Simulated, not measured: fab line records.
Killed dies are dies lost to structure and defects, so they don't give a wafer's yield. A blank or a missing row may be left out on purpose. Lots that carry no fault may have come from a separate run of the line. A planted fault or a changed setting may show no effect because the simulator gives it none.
What tool caused it? / flow gf180mcu / Sampling: 15 lots, 45 wafers, 4 of 602 route steps

== WHAT EACH GAUGE READ, for each wafer ==
GF_M4_RS_MEAS_05: a four-point-probe measurement. Usual: M4_ALCU_RS typically reads 0.0698 ohm/sq, with standard deviation 0.00078.
lot=L488; measured=day 23 00:23; on=filmMetro-01; M4_ALCU_RS (ohm/sq)=0.0691 0.0689 0.0695; flag=
lot=L490; measured=day 23 17:14; on=filmMetro-01; M4_ALCU_RS (ohm/sq)=0.0707 0.0711 0.0711; flag=
lot=L491; measured=day 23 20:56; on=filmMetro-01; M4_ALCU_RS (ohm/sq)=0.0699 0.0700 0.0704; flag=
lot=L493; measured=day 24 02:44; on=filmMetro-02; M4_ALCU_RS (ohm/sq)=0.0704 0.0700 0.0707; flag=
lot=L492; measured=day 24 07:26; on=filmMetro-01; M4_ALCU_RS (ohm/sq)=0.0694 0.0698 0.0697; flag=
lot=L494; measured=day 24 17:43; on=filmMetro-03; M4_ALCU_RS (ohm/sq)=0.0691 0.0686 0.0686; flag=
lot=L495; measured=day 25 02:22; on=filmMetro-01; M4_ALCU_RS (ohm/sq)=0.0689 0.0687 0.0692; flag=
lot=L497; measured=day 25 10:59; on=filmMetro-02; M4_ALCU_RS (ohm/sq)=0.0687 0.0689 0.0681; flag=
lot=L503; measured=day 27 18:41; on=filmMetro-01; M4_ALCU_RS (ohm/sq)=0.0685 0.0695 0.0691; flag=
lot=L504; measured=day 27 19:17; on=filmMetro-02; M4_ALCU_RS (ohm/sq)=0.0698 0.0692 0.0696; flag=
lot=L505; measured=day 28 04:11; on=filmMetro-02; M4_ALCU_RS (ohm/sq)=0.0689 0.0695 0.0700; flag=
lot=L507; measured=day 28 19:11; on=filmMetro-02; M4_ALCU_RS (ohm/sq)=0.0686 0.0689 0.0691; flag=
lot=L508; measured=day 28 22:35; on=filmMetro-03; M4_ALCU_RS (ohm/sq)=0.0705 0.0706 0.0707; flag=
lot=L509; measured=day 29 10:58; on=filmMetro-03; M4_ALCU_RS (ohm/sq)=0.0705 0.0700 0.0703; flag=
lot=L511; measured=day 29 17:53; on=filmMetro-01; M4_ALCU_RS (ohm/sq)=0.0704 0.0710 0.0708; flag=

GF_V4_CD_MEAS_14: target cd 260 nm. Usual: cdNm reads 260.0 nm (standard deviation 1.3).
lot=L488; measured=day 24 22:44; on=cdSem-01; cdNm (nm)=260.6 260.9 261.4; flag=
lot=L490; measured=day 25 14:24; on=cdSem-01; cdNm (nm)=261.3 261.2 261.3; flag=
lot=L491; measured=day 25 17:30; on=cdSem-01; cdNm (nm)=261.1 260.8 262.3; flag=
lot=L493; measured=day 25 23:40; on=cdSem-01; cdNm (nm)=261.2 260.8 261.1; flag=
lot=L492; measured=day 26 03:56; on=cdSem-02; cdNm (nm)=259.0 259.3 258.2; flag=
lot=L494; measured=day 26 13:35; on=cdSem-01; cdNm (nm)=256.2 258.1 255.9; flag=
lot=L495; measured=day 26 21:17; on=cdSem-02; cdNm (nm)=260.6 261.1 258.5; flag=
lot=L497; measured=day 27 06:01; on=cdSem-02; cdNm (nm)=260.3 260.2 259.2; flag=
lot=L503; measured=day 29 11:38; on=cdSem-02; cdNm (nm)=- - -; flag=OFF
lot=L504; measured=day 29 12:23; on=cdSem-02; cdNm (nm)=- - -; flag=OFF
lot=L505; measured=day 29 21:16; on=cdSem-01; cdNm (nm)=- - -; flag=OFF
lot=L507; measured=day 30 11:02; on=cdSem-02; cdNm (nm)=260.9 260.1 261.3; flag=
lot=L508; measured=day 30 13:41; on=cdSem-01; cdNm (nm)=259.4 259.2 259.1; flag=
lot=L509; measured=day 31 01:29; on=cdSem-02; cdNm (nm)=260.4 260.5 260.7; flag=
lot=L511; measured=day 31 08:32; on=cdSem-01; cdNm (nm)=259.8 260.9 259.4; flag=

== TOOL THAT RAN EACH LOT (tool first, then ch and the chambers of the sampled wafers, then the start) ==
lot=L488; GF_M4_METAL_ETCH_16=rieMetal-03 ch 0,1, day 23 23:39; GF_V4_PEB_12=lithoTrack-01 ch 0, day 24 22:23
lot=L490; GF_M4_METAL_ETCH_16=rieMetal-02 ch 0,1, day 24 15:42; GF_V4_PEB_12=lithoTrack-03 ch 0, day 25 14:03
lot=L491; GF_M4_METAL_ETCH_16=rieMetal-01 ch 0,1, day 24 18:53; GF_V4_PEB_12=lithoTrack-03 ch 0, day 25 17:09
lot=L493; GF_M4_METAL_ETCH_16=rieMetal-03 ch 0,1, day 25 00:50; GF_V4_PEB_12=lithoTrack-01 ch 0, day 25 23:20
lot=L492; GF_M4_METAL_ETCH_16=rieMetal-03 ch 0,1, day 25 05:02; GF_V4_PEB_12=lithoTrack-01 ch 0, day 26 03:35
lot=L494; GF_M4_METAL_ETCH_16=rieMetal-01 ch 0,1, day 25 15:19; GF_V4_PEB_12=lithoTrack-03 ch 0, day 26 13:16
lot=L495; GF_M4_METAL_ETCH_16=rieMetal-01 ch 0,1, day 25 23:32; GF_V4_PEB_12=lithoTrack-01 ch 0, day 26 20:58
lot=L497; GF_M4_METAL_ETCH_16=rieMetal-01 ch 0,1, day 26 08:12; GF_V4_PEB_12=lithoTrack-01 ch 0, day 27 05:41
lot=L503; GF_M4_METAL_ETCH_16=rieMetal-01 ch 0,1, day 28 14:30; GF_V4_PEB_12=lithoTrack-01, day 29 11:17
lot=L504; GF_M4_METAL_ETCH_16=rieMetal-02 ch 0,1, day 28 15:21; GF_V4_PEB_12=lithoTrack-03, day 29 12:02
lot=L505; GF_M4_METAL_ETCH_16=rieMetal-01 ch 0,1, day 28 23:50; GF_V4_PEB_12=lithoTrack-01, day 29 20:55
lot=L507; GF_M4_METAL_ETCH_16=rieMetal-03 ch 0,1, day 29 14:35; GF_V4_PEB_12=lithoTrack-01 ch 0, day 30 10:41
lot=L508; GF_M4_METAL_ETCH_16=rieMetal-02 ch 0,1, day 29 17:51; GF_V4_PEB_12=lithoTrack-01 ch 0, day 30 13:20
lot=L509; GF_M4_METAL_ETCH_16=rieMetal-02 ch 0,1, day 30 06:26; GF_V4_PEB_12=lithoTrack-01 ch 0, day 31 01:08
lot=L511; GF_M4_METAL_ETCH_16=rieMetal-01 ch 0, day 30 12:30; GF_V4_PEB_12=lithoTrack-03 ch 0, day 31 08:11
- GF_M4_METAL_ETCH_16: etches the open film in Cl2/BCl3, stops on SiO2, target depth 627.5 nm, time 104.6 s.
- GF_V4_PEB_12: peb time 90 s.

== AS READ BY THE TOOLS THEMSELVES (means over the sampled wafers that have a number; for cases with no such wafer, the mark the record gives instead) ==
GF_M4_METAL_ETCH_16. Usual: bcl3FlowSccm 39.97 sccm, standard deviation 0.12; drypumpMotorCurrentA 5.6 A, standard deviation 0.33; oesProductAu 0.971 a.u., standard deviation 0.0068; throttleValvePct 28.252 %, standard deviation 0.01.
lot=L488; tool=rieMetal-03; bcl3FlowSccm (sccm)=40.00; drypumpMotorCurrentA (A)=5.4; oesProductAu (a.u.)=0.980; throttleValvePct (%)=28.256; flag=
lot=L490; tool=rieMetal-02; bcl3FlowSccm (sccm)=39.95; drypumpMotorCurrentA (A)=5.9; oesProductAu (a.u.)=0.961; throttleValvePct (%)=28.256; flag=
lot=L491; tool=rieMetal-01; bcl3FlowSccm (sccm)=39.94; drypumpMotorCurrentA (A)=5.6; oesProductAu (a.u.)=0.968; throttleValvePct (%)=28.255; flag=
lot=L493; tool=rieMetal-03; bcl3FlowSccm (sccm)=39.91; drypumpMotorCurrentA (A)=5.1; oesProductAu (a.u.)=0.961; throttleValvePct (%)=28.259; flag=
lot=L492; tool=rieMetal-03; bcl3FlowSccm (sccm)=39.88; drypumpMotorCurrentA (A)=5.4; oesProductAu (a.u.)=0.973; throttleValvePct (%)=28.246; flag=
lot=L494; tool=rieMetal-01; bcl3FlowSccm (sccm)=39.92; drypumpMotorCurrentA (A)=5.6; oesProductAu (a.u.)=0.974; throttleValvePct (%)=28.242; flag=
lot=L495; tool=rieMetal-01; bcl3FlowSccm (sccm)=39.99; drypumpMotorCurrentA (A)=5.6; oesProductAu (a.u.)=0.979; throttleValvePct (%)=28.247; flag=
lot=L497; tool=rieMetal-01; bcl3FlowSccm (sccm)=39.97; drypumpMotorCurrentA (A)=5.6; oesProductAu (a.u.)=0.973; throttleValvePct (%)=28.242; flag=
lot=L503; tool=rieMetal-01; bcl3FlowSccm (sccm)=40.00; drypumpMotorCurrentA (A)=5.6; oesProductAu (a.u.)=0.978; throttleValvePct (%)=28.246; flag=
lot=L504; tool=rieMetal-02; bcl3FlowSccm (sccm)=39.93; drypumpMotorCurrentA (A)=5.9; oesProductAu (a.u.)=0.971; throttleValvePct (%)=28.257; flag=
lot=L505; tool=rieMetal-01; bcl3FlowSccm (sccm)=39.91; drypumpMotorCurrentA (A)=5.6; oesProductAu (a.u.)=0.970; throttleValvePct (%)=28.241; flag=
lot=L507; tool=rieMetal-03; bcl3FlowSccm (sccm)=40.04; drypumpMotorCurrentA (A)=5.4; oesProductAu (a.u.)=0.976; throttleValvePct (%)=28.237; flag=
lot=L508; tool=rieMetal-02; bcl3FlowSccm (sccm)=39.91; drypumpMotorCurrentA (A)=5.9; oesProductAu (a.u.)=0.966; throttleValvePct (%)=28.249; flag=
lot=L509; tool=rieMetal-02; bcl3FlowSccm (sccm)=39.97; drypumpMotorCurrentA (A)=5.9; oesProductAu (a.u.)=0.970; throttleValvePct (%)=28.255; flag=
lot=L511; tool=rieMetal-01; bcl3FlowSccm (sccm)=40.09; drypumpMotorCurrentA (A)=5.5; oesProductAu (a.u.)=0.967; throttleValvePct (%)=28.268; flag=

GF_V4_PEB_12. Usual: chillPlateTempC 23.01 C, standard deviation 0.13; exhaustPa 45.2 Pa, standard deviation 1.
lot=L488; tool=lithoTrack-01; chillPlateTempC (C)=22.94; exhaustPa (Pa)=45.1; flag=
lot=L490; tool=lithoTrack-03; chillPlateTempC (C)=22.91; exhaustPa (Pa)=45.3; flag=
lot=L491; tool=lithoTrack-03; chillPlateTempC (C)=23.06; exhaustPa (Pa)=45.1; flag=
lot=L493; tool=lithoTrack-01; chillPlateTempC (C)=23.05; exhaustPa (Pa)=46.1; flag=
lot=L492; tool=lithoTrack-01; chillPlateTempC (C)=23.04; exhaustPa (Pa)=45.0; flag=
lot=L494; tool=lithoTrack-03; chillPlateTempC (C)=23.05; exhaustPa (Pa)=44.5; flag=
lot=L495; tool=lithoTrack-01; chillPlateTempC (C)=22.93; exhaustPa (Pa)=46.0; flag=
lot=L497; tool=lithoTrack-01; chillPlateTempC (C)=23.10; exhaustPa (Pa)=45.0; flag=
lot=L503; tool=lithoTrack-01; chillPlateTempC (C)=-; exhaustPa (Pa)=-; flag=OFF
lot=L504; tool=lithoTrack-03; chillPlateTempC (C)=-; exhaustPa (Pa)=-; flag=OFF
lot=L505; tool=lithoTrack-01; chillPlateTempC (C)=-; exhaustPa (Pa)=-; flag=OFF
lot=L507; tool=lithoTrack-01; chillPlateTempC (C)=22.97; exhaustPa (Pa)=45.1; flag=
lot=L508; tool=lithoTrack-01; chillPlateTempC (C)=23.02; exhaustPa (Pa)=46.5; flag=
lot=L509; tool=lithoTrack-01; chillPlateTempC (C)=23.07; exhaustPa (Pa)=45.1; flag=
lot=L511; tool=lithoTrack-03; chillPlateTempC (C)=23.08; exhaustPa (Pa)=46.0; flag=

== THE ANSWER, worked out from the rows above alone ==
Rule: take the mean of a lot's wafers that have a number; if it is more than 3 standard deviations from the usual mean, the lot is off. A lot without any number at a reading at which 4 lots or more have one is off too. All remaining lots with rows at the step are treated as sound. The gauges are gone through in route order, then the tools' own readings, and for those a lot's mean is taken as printed above. At the first step where some lot is off, the reading lying furthest off is the one used; lots without a number count as furthest.
Off, at GF_V4_CD_MEAS_14 on cdNm: L503, L504, L505. Without a number there: L503, L504, L505.
If a tool, at a process step before that reading, ran all the lots that are off and no sound lot after the first of them, it fits. Not tried: the gauges at GF_V4_CD_MEAS_14; whatever is off there is also off at GF_V4_PEB_12, on other tools, and gauge error can't account for it. Not one of the candidates tried fits.

== WHAT THE SIMULATOR PUT IN ==
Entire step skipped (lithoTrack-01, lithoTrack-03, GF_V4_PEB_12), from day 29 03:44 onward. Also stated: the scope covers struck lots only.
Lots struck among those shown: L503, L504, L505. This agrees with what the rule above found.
